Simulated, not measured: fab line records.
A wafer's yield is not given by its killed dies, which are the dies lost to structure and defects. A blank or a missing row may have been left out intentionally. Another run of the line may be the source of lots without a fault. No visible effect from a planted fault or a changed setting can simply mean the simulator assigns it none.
2 desks, one fault	flow sky130	every desk sees just its own numbers, and what lay behind them comes last

== FOR THE TOOL OWNER'S DESK: plasma-asher-03 ==
The tool's own readings at SKY_LDD_N_STRIP_16 (strips in O2/N2): means of the sampled wafers that have a number, for each lot that ran on this tool. Marked OUT: a lot whose mean sits more than 4 standard deviations from the usual mean, which makes it out of limits; the brackets give that distance.
Columns: A = drypump-motor-current-A at SKY_LDD_N_STRIP_16, usual 6.2 A; B = oes-product-au at SKY_LDD_N_STRIP_16, usual 0.406 a.u.; C = strip-time-to-endpoint-s at SKY_LDD_N_STRIP_16, usual 4.317 s
lot	first seen here	A	B	C
L627	day 18 09:17	6.6	0.405	4.315
L630	day 19 17:13	6.7	0.408	4.296
L633	day 20 20:56	6.6	0.401	4.307
L634	day 20 23:23	6.5	0.903 (+99 or more) OUT	-
L645	day 25 00:08	6.6	0.411	4.331
L648	day 26 10:10	6.6	0.405	4.319
This desk's finding: out of limits on L634; first on L634, day 20 23:23 (oes-product-au at SKY_LDD_N_STRIP_16). L627, L630, L633, L645, L648: within limits.

== AT THE METROLOGY DESK ==
Lot by lot, what the gauges showed, no matter which tool ran the lot: averages of those sampled wafers that carry a number. Marked OUT: a lot whose mean sits more than 4 standard deviations from the usual mean, which makes it out of limits; the brackets give that distance.
Columns: A = SONOS_ONO_OVL at SKY_SONOS_ONO_OVL_MEAS_14, usual -0.7 nm; B = POLY_GATE_CVD_03_THK at SKY_POLY_GATE_THK_MEAS_04, usual 75.1 nm; C = LDD_P_TW at SKY_LDD_P_TW_MEAS_11, usual 633
lot	first seen here	A	B	C
L626	day 13 02:36	0.5	75.0	634
L627	day 13 07:38	-0.7	75.6	633
L629	day 13 21:22	0.3	75.6	634
L630	day 14 10:18	-0.3	75.6	633
L631	day 14 23:22	-1.1	75.7	636
L633	day 15 12:58	-2.0	74.8	637
L634	day 15 14:35	0.8	76.3	30 (-99 or more) OUT
L637	day 16 16:52	-1.1	75.4	634
L644	day 19 02:09	-3.0	74.6	633
L645	day 19 11:07	-0.7	74.8	634
L646	day 19 22:37	-0.3	74.4	632
L647	day 20 12:19	0.3	74.9	628
L648	day 20 21:15	-1.2	74.0	628
This desk finds L634 out of limits, with the earliest case on L634 at day 22 06:17 (LDD_P_TW at SKY_LDD_P_TW_MEAS_11). L626, L627, L629, L630, L631, L633, L637, L644, L645, L646, L647, L648: within limits.

== BROUGHT TOGETHER ==
The tool owner's desk had the chance to raise an alarm at day 20 23:23 on L634.
L634 would have let the metrology desk raise an alarm at day 22 06:17.
On plasma-asher-03, each named lot ran SKY_LDD_N_STRIP_16.

== WHAT THE SIMULATOR HAD INSERTED ==
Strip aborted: plasma-asher-03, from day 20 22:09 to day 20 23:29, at SKY_LDD_N_STRIP_16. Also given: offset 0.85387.
Shown lots that were struck: L634.
Fault start to first reading out of limits, in hours, per desk: tool owner, 1; metrology, 32.
